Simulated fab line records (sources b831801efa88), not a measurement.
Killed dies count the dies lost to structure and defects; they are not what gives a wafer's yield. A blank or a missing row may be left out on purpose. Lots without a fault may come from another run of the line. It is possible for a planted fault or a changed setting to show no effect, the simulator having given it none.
Which tool is to blame? + flow gf180mcu + 42 wafers from 14 lots sampled at 6 of the route's 602 steps

## WHAT THE GAUGES SHOWED, per wafer
GF_STI_THK_MEAS_02. Usual: for STI_OXIDATION_THK the level is 9.94 nm and the standard deviation is 0.19.
| lot  | measured    | on            | STI_OXIDATION_THK (nm) | flag |
|------|-------------|---------------|------------------------|------|
| L225 | day 1 12:01 | film-metro-02 | 10.13 9.95 9.98        |      |
| L226 | day 1 16:52 | film-metro-04 | 9.89 9.73 9.79         |      |
| L227 | day 1 21:35 | film-metro-02 | 9.82 10.03 9.71        |      |
| L228 | day 2 02:31 | film-metro-02 | 10.08 10.07 9.89       |      |
| L229 | day 2 07:31 | film-metro-02 | 9.76 9.88 9.96         |      |
| L230 | day 2 13:23 | film-metro-04 | 10.14 10.30 10.22      |      |
| L231 | day 2 18:41 | film-metro-04 | 9.69 9.77 9.89         |      |
| L238 | day 4 07:13 | film-metro-03 | 10.05 10.00 10.22      |      |
| L241 | day 4 20:32 | film-metro-04 | 9.88 9.91 10.20        |      |
| L243 | day 5 07:51 | film-metro-02 | 10.08 10.19 10.14      |      |
| L244 | day 5 10:31 | film-metro-03 | 10.16 10.20 10.09      |      |
| L245 | day 5 15:42 | film-metro-03 | 9.70 9.78 9.85         |      |
| L246 | day 5 20:31 | film-metro-03 | 9.78 9.78 9.80         |      |
| L247 | day 6 01:31 | film-metro-04 | 9.80 9.83 9.97         |      |

GF_STI_THK_MEAS_24. Usual: for STI_CVD_23_THK the level is 652 nm and the standard deviation is 6.5.
| lot  | measured    | on            | STI_CVD_23_THK (nm) | flag |
|------|-------------|---------------|---------------------|------|
| L225 | day 2 04:13 | film-metro-02 | 640 637 646         |      |
| L226 | day 2 09:11 | film-metro-04 | 644 646 649         |      |
| L227 | day 2 14:43 | film-metro-04 | 664 658 663         |      |
| L228 | day 2 19:59 | film-metro-03 | 649 645 652         |      |
| L229 | day 3 02:53 | film-metro-03 | 661 652 661         |      |
| L230 | day 3 09:41 | film-metro-04 | 650 648 653         |      |
| L231 | day 3 12:13 | film-metro-02 | 653 648 664         |      |
| L238 | day 5 00:27 | film-metro-02 | 659 653 1054        | OFF  |
| L241 | day 5 14:26 | film-metro-03 | 1053 648 1047       | OFF  |
| L243 | day 6 01:47 | film-metro-03 | 655 650 642         |      |
| L244 | day 6 05:19 | film-metro-04 | 640 641 647         |      |
| L245 | day 6 10:36 | film-metro-04 | 660 648 664         |      |
| L246 | day 6 15:34 | film-metro-02 | 654 654 655         |      |
| L247 | day 6 20:06 | film-metro-02 | 650 652 653         |      |

GF_MVPSD_OVL_MEAS_07. Usual: for MVPSD_OVL the level is 0.4 nm and the standard deviation is 1.4.
| lot  | measured     | on         | MVPSD_OVL (nm) | flag |
|------|--------------|------------|----------------|------|
| L225 | day 5 01:41  | overlay-02 | 0.1 -0.1 -0.5  |      |
| L226 | day 5 04:56  | overlay-02 | 2.2 3.7 3.9    |      |
| L227 | day 5 11:41  | overlay-02 | -1.4 -0.5 -0.4 |      |
| L228 | day 5 18:32  | overlay-01 | -0.2 1.3 -0.8  |      |
| L229 | day 6 06:41  | overlay-02 | 1.4 1.2 1.8    |      |
| L230 | day 6 11:17  | overlay-01 | 1.2 1.5 1.5    |      |
| L231 | day 6 14:29  | overlay-02 | 0.3 -2.2 1.8   |      |
| L238 | day 8 09:01  | overlay-01 | 0.2 0.3 1.8    |      |
| L241 | day 9 02:05  | overlay-02 | -1.1 -1.4 -1.7 |      |
| L243 | day 9 13:56  | overlay-01 | -0.8 0.0 -0.5  |      |
| L244 | day 9 20:43  | overlay-02 | 0.7 1.5 1.8    |      |
| L245 | day 10 01:35 | overlay-01 | 0.0 -1.7 0.4   |      |
| L246 | day 10 06:52 | overlay-02 | 2.5 2.3 1.2    |      |
| L247 | day 10 12:12 | overlay-01 | 1.0 0.8 1.7    |      |

GF_HV_LDD_THK_MEAS_55. Usual: for HV_LDD_CVD_54_THK the level is 10.04 nm and the standard deviation is 0.16.
| lot  | measured     | on            | HV_LDD_CVD_54_THK (nm) | flag |
|------|--------------|---------------|------------------------|------|
| L225 | day 12 12:40 | film-metro-02 | 10.12 10.24 10.38      |      |
| L226 | day 12 15:52 | film-metro-01 | 10.15 10.13 10.21      |      |
| L227 | day 13 03:20 | film-metro-04 | 9.93 9.98 9.85         |      |
| L228 | day 13 10:46 | film-metro-04 | 10.00 9.95 9.95        |      |
| L229 | day 14 05:41 | film-metro-01 | 9.88 10.00 9.92        |      |
| L230 | day 14 15:52 | film-metro-01 | 9.80 9.80 9.76         |      |
| L231 | day 14 16:53 | film-metro-01 | 10.00 9.95 10.02       |      |
| L238 | day 17 01:20 | film-metro-04 | 10.18 10.46 10.21      |      |
| L241 | day 17 20:38 | film-metro-01 | 9.95 9.88 9.88         |      |
| L243 | day 18 12:52 | film-metro-04 | 10.10 10.05 9.95       |      |
| L244 | day 18 22:04 | film-metro-04 | 10.13 10.23 10.18      |      |
| L245 | day 19 06:34 | film-metro-01 | 9.98 10.11 10.08       |      |
| L246 | day 19 11:59 | film-metro-04 | 10.32 10.21 10.22      |      |
| L247 | day 19 20:25 | film-metro-01 | 10.16 10.18 10.14      |      |

## EACH LOT AND THE TOOL THAT RAN IT (in order: tool; ch and the chambers of the sampled wafers; start)
| lot  | GF_STI_CVD_23                   | GF_STI_CMP_25                |
|------|---------------------------------|------------------------------|
| L225 | hdpcvd-02 ch 0,2, day 2 04:08   | cmp-01 ch 2,3, day 2 04:16   |
| L226 | hdpcvd-02 ch 1,2, day 2 09:05   | cmp-02 ch 0,2,3, day 2 09:20 |
| L227 | hdpcvd-01 ch 1,2, day 2 14:37   | cmp-02 ch 0,1,3, day 2 14:54 |
| L228 | hdpcvd-01 ch 1,2, day 2 19:52   | cmp-02 ch 0,1,3, day 2 20:02 |
| L229 | hdpcvd-01 ch 1,2, day 3 02:47   | cmp-01 ch 0,3, day 3 02:57   |
| L230 | hdpcvd-02 ch 0,2, day 3 09:35   | cmp-01 ch 0,1,2, day 3 09:45 |
| L231 | hdpcvd-01 ch 1,2, day 3 12:06   | cmp-02 ch 0,2,3, day 3 12:22 |
| L238 | hdpcvd-02 ch 0,2, day 5 00:21   | cmp-02 ch 2,3, day 5 00:36   |
| L241 | hdpcvd-02 ch 0,1, day 5 14:22   | cmp-02 ch 0,2,3, day 5 14:30 |
| L243 | hdpcvd-01 ch 0,2, day 6 01:41   | cmp-02 ch 2,3, day 6 01:53   |
| L244 | hdpcvd-01 ch 0,2, day 6 05:11   | cmp-01 ch 0,1,2, day 6 05:22 |
| L245 | hdpcvd-01 ch 0,2, day 6 10:29   | cmp-01 ch 0,1,2, day 6 10:40 |
| L246 | hdpcvd-01 ch 0,2, day 6 15:26   | cmp-01 ch 0,2,3, day 6 15:43 |
| L247 | hdpcvd-01 ch 0,1,2, day 6 20:01 | cmp-02 ch 2,3, day 6 20:12   |
- GF_STI_CVD_23: deposits SiO2, target thk 650 nm, time 108.3 s.
- GF_STI_CMP_25: polishes, stops on Si3N4, t overpolish 33 s, target thk 524.6 nm.

## WHAT THE TOOLS THEMSELVES READ (means of the sampled wafers that have a number; where no wafer has one, the mark that the record gives instead)
GF_STI_CMP_25. Usual: motor-current-A 12.3 A, standard deviation 0.93; time-to-endpoint-s 123 s, standard deviation 3.7.
| lot  | tool   | motor-current-A (A) | time-to-endpoint-s (s) | flag |
|------|--------|---------------------|------------------------|------|
| L225 | cmp-01 | 12.3                | 117                    |      |
| L226 | cmp-02 | 12.0                | 124                    |      |
| L227 | cmp-02 | 11.8                | 127                    |      |
| L228 | cmp-02 | 12.3                | 125                    |      |
| L229 | cmp-01 | 12.9                | 125                    |      |
| L230 | cmp-01 | 11.7                | 127                    |      |
| L231 | cmp-02 | 12.0                | 120                    |      |
| L238 | cmp-02 | 12.2                | 152                    | OFF  |
| L241 | cmp-02 | 12.1                | 170                    | OFF  |
| L243 | cmp-02 | 12.8                | 124                    |      |
| L244 | cmp-01 | 12.0                | 122                    |      |
| L245 | cmp-01 | 12.0                | 123                    |      |
| L246 | cmp-01 | 11.8                | 123                    |      |
| L247 | cmp-02 | 12.3                | 124                    |      |

## THE ANSWER, worked out from the rows above alone
Rule: lot off if the mean of its wafers having a number is beyond 3 standard deviations from the usual mean. A lot without any number at a reading at which 4 lots or more have one is off too. The other lots that the step has rows for count as sound. After the gauges, taken in route order, come the tools' own readings; for these a lot's mean is taken, as printed above. At the first step where some lot is off, the reading lying furthest off is the one used; lots without a number count as furthest.
Off: at GF_STI_THK_MEAS_24 (STI_CVD_23_THK), L238, L241.
A tool fits if, at a process step before that reading, it ran every lot that is off, and no sound lot after the first of them. Not tried: the gauges at GF_STI_THK_MEAS_24; whatever is off there is also off at GF_STI_CMP_25, on other tools, and gauge error can't account for it. One fits: hdpcvd-02 at GF_STI_CVD_23. Its last sound lot is L230 (day 3 09:35), its first lot that is off L238 (day 5 00:21): a fault that began between those two fits.

## WHAT HAD BEEN PUT IN BY THE SIMULATOR
hdpcvd-02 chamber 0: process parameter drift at GF_STI_CVD_23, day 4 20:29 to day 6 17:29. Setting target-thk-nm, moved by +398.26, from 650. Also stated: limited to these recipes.
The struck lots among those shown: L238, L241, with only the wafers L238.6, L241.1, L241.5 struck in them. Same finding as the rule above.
